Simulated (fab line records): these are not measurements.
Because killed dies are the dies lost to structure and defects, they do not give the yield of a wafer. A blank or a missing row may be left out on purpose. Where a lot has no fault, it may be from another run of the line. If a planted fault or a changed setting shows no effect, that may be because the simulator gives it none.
A struck lot beside a sound one -- flow sky130 -- 13 out of 708 route steps
Sound: wafers L748.1, L748.3, L748.6. Wafers L751.2, L751.3, L751.5 were the ones struck. The cause comes at the end.
Per side, at each step with rows, come the tool, then ch with its chambers, and then its first start. Under that, the readings that differ: sound wafers -- struck wafers -- difference of the means -- sigmas: that difference in standard deviations of wafers without a fault.
alike: a reading whose means differ by less than 2 such deviations, as well as words and numbers matching on both sides. not compared: withheld readings; readings where some wafer has no value; bounds like >300 that might hide an equal value; numbers whose values overlap and for which the record gives no deviation.
Wherever a step has rows on one side only, a row that says differs or no value, or a row with sigmas, the two part there. Numbers that don't overlap but have no deviation are shown without sigmas and don't part them. A reading missing from all wafers of one side parts the sides only when that side holds two or more wafers.

SKY_VIA3_CD_MEAS_12: the cd target is 200 nm.
  sound on cd-sem-01 at day 42 21:35; struck on cd-sem-01 at day 43 17:52
  alike: cd-nm
SKY_VIA3_OVL_MEAS_13:
  sound on overlay-02 at day 42 21:43; struck on overlay-01 at day 43 17:59
  alike: VIA3_OVL
SKY_VIA3_ETCH_14: etches BARC in N2/H2, stops on SiO2, time 45.9 s, target depth 60 nm.
  sound on rie-diel-04 ch 0,2, day 42 21:45; struck on rie-diel-04 ch 0,1,3, day 43 18:01
  alike: drypump-motor-current-A, oes-product-au, throttle-valve-pct
  not compared: rf-hours-counter-h
SKY_VIA3_ETCH_15: etches SiO2 in C4F8/O2/Ar, stops on TiN, target depth 507 nm, time 78 s.
  sound on rie-diel-04 ch 0,2, day 42 21:47; struck on rie-diel-04 ch 0,1,3, day 43 18:03
  alike: oes-product-au
  not compared: rf-hours-counter-h
SKY_VIA3_STRIP_16: strips in O2/N2.
  sound on plasma-asher-03 ch 0,1, day 42 21:51; struck on plasma-asher-03 ch 0,1, day 43 18:07
  alike: drypump-motor-current-A, oes-product-au, strip-time-to-endpoint-s
  not compared: rf-hours-counter-h
then, 3 steps without rows for these wafers: SKY_VIA3_STRIP_17 (strips in post etch residue remover, time 1200 s); SKY_VIA3_CLEAN_18 (cleans in IPA, time 180 s); SKY_VIA3_CLEAN_19 (cleans in O3/DIW).
SKY_VIA3_SPUTTER_20: material TiN, target thk 20 nm, time 80 s.
  sound on pvd-sputter-03 at day 42 22:26; struck on pvd-sputter-03 at day 43 18:44
  alike: chamber-pressure-pa, throttle-valve-pct
SKY_VIA3_CVD_21: deposits W, target thk 390 nm, time 117.31 s.
  sound on cvd-w-01 ch 0,1, day 42 22:30; struck on cvd-w-02 ch 0,1, day 43 18:47
  alike: chamber-pressure-Torr, heater-power-w
SKY_VIA3_RS_MEAS_22: measurement is done with a four-point probe.
  sound on film-metro-03 at day 42 22:37; struck on film-metro-04 at day 43 18:56
reading,sound,struck,difference,sigmas
VIA3_W_RS (ohm/sq),0.284 0.289 0.284,0.289 0.299 0.301,+0.011,+2
SKY_VIA3_THK_MEAS_23: measures by xrf.
  sound on film-metro-03 at day 42 22:44; struck on film-metro-04 at day 43 19:02
reading,sound,struck,difference,sigmas
VIA3_W_THK (nm),409 400 407,396 385 383,-17,-2
SKY_VIA3_CMP_24: polishes, stops on SiO2, t overpolish 20 s, target thk 0 nm.
  sound on cmp-01 ch 2,3, day 42 22:48; struck on cmp-02 ch 1,3, day 43 19:05
reading,sound,struck,difference,sigmas
overpolish-run-s (s),19.999 20.007 19.997,0.045 0.034 0.032,-19.964,-99 or more
time-to-endpoint-s (s),100 93 97,150 146 145,+50,+13
  alike: motor-current-A

## WHERE THEY PART
Last at SKY_VIA3_CMP_24 as far as this record goes, first at SKY_VIA3_RS_MEAS_22.

WHY: the cause the simulator had injected
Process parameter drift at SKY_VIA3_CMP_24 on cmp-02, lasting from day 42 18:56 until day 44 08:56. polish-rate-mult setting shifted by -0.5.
